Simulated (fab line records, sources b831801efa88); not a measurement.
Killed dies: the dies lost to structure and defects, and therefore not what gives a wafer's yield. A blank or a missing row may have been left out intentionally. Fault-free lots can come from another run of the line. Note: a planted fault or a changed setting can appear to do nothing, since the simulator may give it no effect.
One fault through the eyes of 2 desks | flow gf180mcu | only its own numbers are on each desk; what lay behind them is given at the end

== DESK OF THE TOOL OWNER: cmp-02 ==
The tool's own readings at GF_V3_CMP_04 (polishes SiO2): means of the sampled wafers that have a number, for each lot that ran on this tool. If a lot's mean is further than 4 standard deviations from the usual mean, the lot is out of limits and carries the mark OUT (the distance appears in the brackets).
Columns: A = motor_current_A at GF_V3_CMP_04, usual 11.8 A; B = platen_rpm at GF_V3_CMP_04, usual 60.00 rpm; C = time_to_endpoint_s at GF_V3_CMP_04, usual 81 s
lot  | first seen here | A    | B               | C
L958 | day 23 10:29    | 10.8 | 60.01           | 78
L959 | day 24 03:30    | 10.7 | 60.02           | 81
L962 | day 25 04:16    | 10.7 | 60.03           | 82
L963 | day 25 11:14    | 11.2 | 59.97           | 82
L964 | day 25 16:44    | 10.5 | 60.01           | 86
L968 | day 26 23:38    | 11.5 | 62.00 (+53) OUT | 81
Finding of this desk: L968 out of limits; the first was L968 at day 26 23:38, on platen_rpm at GF_V3_CMP_04. L958, L959, L962, L963, L964: within limits.

== AT THE METROLOGY DESK ==
What the gauges read for every lot (on any tool): the sampled wafers with a number, averaged. If a lot's mean is further than 4 standard deviations from the usual mean, the lot is out of limits and carries the mark OUT (the distance appears in the brackets).
Columns: A = M3_ALCU_THK at GF_M3_THK_MEAS_06, usual 452 nm; B = M3_OVL at GF_M3_OVL_MEAS_15, usual 5 nm
lot  | first seen here | A   | B
L953 | day 20 15:44    | 447 | 1
L956 | day 21 22:17    | 454 | 6
L957 | day 22 08:46    | 448 | 8
L958 | day 22 10:48    | 458 | 5
L959 | day 23 04:16    | 452 | -1
L960 | day 23 07:09    | 448 | 9
L961 | day 23 14:06    | 445 | 2
L962 | day 24 04:26    | 452 | 4
L963 | day 24 12:30    | 449 | 3
L964 | day 24 18:49    | 450 | 4
L968 | day 26 02:51    | 451 | 11
L974 | day 27 16:34    | 451 | 5
L975 | day 28 08:50    | 459 | 11
This desk's finding: nothing out of limits on any of the 13 lots.

== TAKEN TOGETHER ==
The tool owner's desk could have raised an alarm at day 26 23:38, on L968.
Nothing out of limits was seen by the metrology desk.
The metrology desk holds a record of L968, inside its limits.
The lots listed all ran GF_V3_CMP_04 on cmp-02.

== WHAT WAS PUT IN BY THE SIMULATOR ==
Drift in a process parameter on cmp-02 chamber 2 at GF_V3_CMP_04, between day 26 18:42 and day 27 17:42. From 60, the setting platen_rpm moved by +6. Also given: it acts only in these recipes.
Struck lots among those shown: L968.
Hours from the fault's start to each desk's first reading out of limits: the tool owner's desk, 5.
